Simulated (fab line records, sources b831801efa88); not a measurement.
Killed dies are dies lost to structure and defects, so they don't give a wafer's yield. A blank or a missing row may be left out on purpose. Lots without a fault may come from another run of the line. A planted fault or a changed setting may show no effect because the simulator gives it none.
Split-lot experiment | flow sky130 | 5 lots, 23 wafers read, on a route of 708 steps

THE SPLIT
At SKY_VIA1_CVD_21 (deposits W, target thk 270 nm, time 80.902 s), the setting pressure_torr was moved away from the recipe's 40 Torr on 15 of the 23 wafers read, by +6.0% to +14.9%. The other wafers ran this setting at the recipe's value.

FROM THE SPLIT TO THE READING: what the file shows between them, 1 step
- SKY_VIA1_RS_MEAS_22: measures by four-point-probe

THE READING
VIA1_W_THK, in nm, at SKY_VIA1_THK_MEAS_23 (measures by xrf). Fault-free wafers of this fab line usually give 272.2 nm, standard deviation 2.1 nm.

wafer  | tool, chamber at the split | pressure_torr as run, Torr | against the recipe | VIA1_W_THK, nm | against lot-mates on the recipe
L077.1 | cvd_w-01, 0                | 42.4                       | +6.0%              | 275.7          | no lot-mate on the recipe
L077.2 | cvd_w-01, 1                | 42.4                       | +6.0%              | 281.0          | no lot-mate on the recipe
L077.3 | cvd_w-01, 1                | 42.4                       | +6.0%              | 280.1          | no lot-mate on the recipe
L077.4 | cvd_w-01, 0                | 42.4                       | +6.0%              | 278.4          | no lot-mate on the recipe
L077.5 | cvd_w-01, 0                | 42.4                       | +6.0%              | 280.1          | no lot-mate on the recipe
L074.1 | cvd_w-02, 0                | 43.35                      | +8.4%              | 282.8          | no lot-mate on the recipe
L074.2 | cvd_w-02, 1                | 43.35                      | +8.4%              | 282.5          | no lot-mate on the recipe
L074.3 | cvd_w-02, 0                | 43.35                      | +8.4%              | 282.9          | no lot-mate on the recipe
L074.5 | cvd_w-02, 1                | 43.35                      | +8.4%              | 281.4          | no lot-mate on the recipe
L074.6 | cvd_w-02, 0                | 43.35                      | +8.4%              | 286.8          | no lot-mate on the recipe
L079.2 | cvd_w-01, 0                | 45.97                      | +14.9%             | 289.6          | no lot-mate on the recipe
L079.3 | cvd_w-01, 0                | 45.97                      | +14.9%             | 290.0          | no lot-mate on the recipe
L079.4 | cvd_w-01, 1                | 45.97                      | +14.9%             | 295.5          | no lot-mate on the recipe
L079.5 | cvd_w-01, 0                | 45.97                      | +14.9%             | 289.9          | no lot-mate on the recipe
L079.6 | cvd_w-01, 1                | 45.97                      | +14.9%             | 291.4          | no lot-mate on the recipe
L080.1 | cvd_w-02, 0                | 40                         | recipe             | 272.2          | -
L080.2 | cvd_w-02, 1                | 40                         | recipe             | 271.3          | -
L080.3 | cvd_w-02, 0                | 40                         | recipe             | 270.1          | -
L080.4 | cvd_w-02, 1                | 40                         | recipe             | 266.0          | -
L080.5 | cvd_w-02, 1                | 40                         | recipe             | 269.6          | -
L082.4 | cvd_w-01, 1                | 40                         | recipe             | 274.7          | -
L082.5 | cvd_w-01, 0                | 40                         | recipe             | 272.3          | -
L082.6 | cvd_w-01, 1                | 40                         | recipe             | 274.3          | -

THE FIT
A straight line over all 23 wafers: VIA1_W_THK changes by +1.35 nm for each +1% of pressure_torr; r = +0.96; the points scatter about the line by 2.4 nm.
Too few moved wafers have a lot-mate on the recipe to fit a line with each lot's own level taken away.

THE WHOLE CHAIN: every reading that the file lists as answering this split, in the file's order
step                 | what it does                                 | reading                                                                  | change (the file's fit)              | r (the file's)
SKY_VIA1_CVD_21      | deposits W, target thk 270 nm, time 80.902 s | W_of_VIA1_CVD_21.thk_nm (the simulator's own value, which no gauge read) | +1.41 nm for each +1% of the setting | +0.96
SKY_VIA1_RS_MEAS_22  | measures by four-point-probe                 | VIA1_W_RS                                                                | -0.00211 for each +1% of the setting | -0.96
SKY_VIA1_THK_MEAS_23 | measures by xrf                              | VIA1_W_THK                                                               | +1.35 for each +1% of the setting    | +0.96

THE FILE'S OWN FIT
VIA1_W_THK changes by +1.35 nm for each +1% of pressure_torr, r = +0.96.
